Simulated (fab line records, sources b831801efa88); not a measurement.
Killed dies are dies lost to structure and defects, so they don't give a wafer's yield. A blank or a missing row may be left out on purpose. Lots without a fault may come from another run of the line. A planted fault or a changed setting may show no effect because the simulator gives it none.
Problem report in the 8D (eight disciplines) form, filled by code | flow sky130 | the parts of the form that need people (team, actions taken, sign-off) are left out

1. THE PROBLEM
NWELL_01_OVL at SKY_NWELL_OVL_MEAS_23 reads a mean of -109.7 nm on 6 wafers of 2 lots; wafers without a fault read 0.8 nm with a standard deviation of 1.2. That is -92 standard deviations from the usual mean.
First seen on wafer L461.2, day 7 21:02, on overlay-01. The record holds 36 wafers of 12 lots with a number at this step. Rule for "out", or "out of limits": more than 4 standard deviations from the usual mean. The other wafers with a number count as sound.

2. WHAT IT IS AND WHAT IT IS NOT
question                    | is                     | is not
which readings at this step | NWELL_01_OVL           | -
which lots                  | L461, L465             | L451, L452, L453, L454, L455, L456, L463, L469, L471, L472
which wafers of those lots  | all that have a number | -
read on which gauges        | overlay-01, overlay-02 | -
when                        | from day 7 21:02       | up to then (18 sound wafers); but 12 sound wafers of L463, L469, L471, L472 came after

3. SUSPECTS, AND WHAT RULES EACH OUT
Counting: a tool at a process step up to the reading stays a suspect if it ran every lot that is out and no sound lot after the first of them.
- the gauge at SKY_NWELL_OVL_MEAS_23: ruled out. The wafers that are out were read on 2 gauges (overlay-01, overlay-02).
- iline_stepper-01 at SKY_NWELL_EXPOSE_20 (exposes mask NWM COMPLEMENT, target cd 840 nm): kept. It ran every lot that is out, first L461 (day 7 11:09), and no sound lot after that.
Left after counting: iline_stepper-01 at SKY_NWELL_EXPOSE_20.

4. THE CAUSE (what the simulator had put in)
Scanner matching overlay: iline_stepper-01, from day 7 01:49 on, at SKY_NWELL_EXPOSE_20. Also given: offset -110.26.
Counting left only this tool.

5. THE CHAIN OF EFFECTS, in route order
Each row: a reading whose mean over the struck wafers that have a number lies more than 3 standard deviations from the usual. Only readings for which the record gives a usual standard deviation are gone through. hours: the time from each lot's start at the first step in this table that gives one to its start at this step, as a median over the lots. sigmas: the change in usual standard deviations.
hours | step                  | reading      | usual  | on struck wafers | change | sigmas
0     | SKY_NWELL_OVL_MEAS_23 | NWELL_01_OVL | 0.8 nm | -109.7           | -110.5 | -92
Later measuring or inspecting steps at which every struck wafer that the step has a row for has a number for every such reading, and none has moved that far: SKY_VT_ADJUST_HVTP_OVL_MEAS_08.

6. WHAT WOULD HAVE CAUGHT IT SOONER
In this record the first reading out of limits at a measuring or inspecting step was taken at day 7 21:02, 19 hours after the fault began at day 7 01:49.
Of the lots that are out (2), L465 began SKY_NWELL_EXPOSE_20 on iline_stepper-01 after day 7 21:02. A hold on the tool at that time would have spared it.
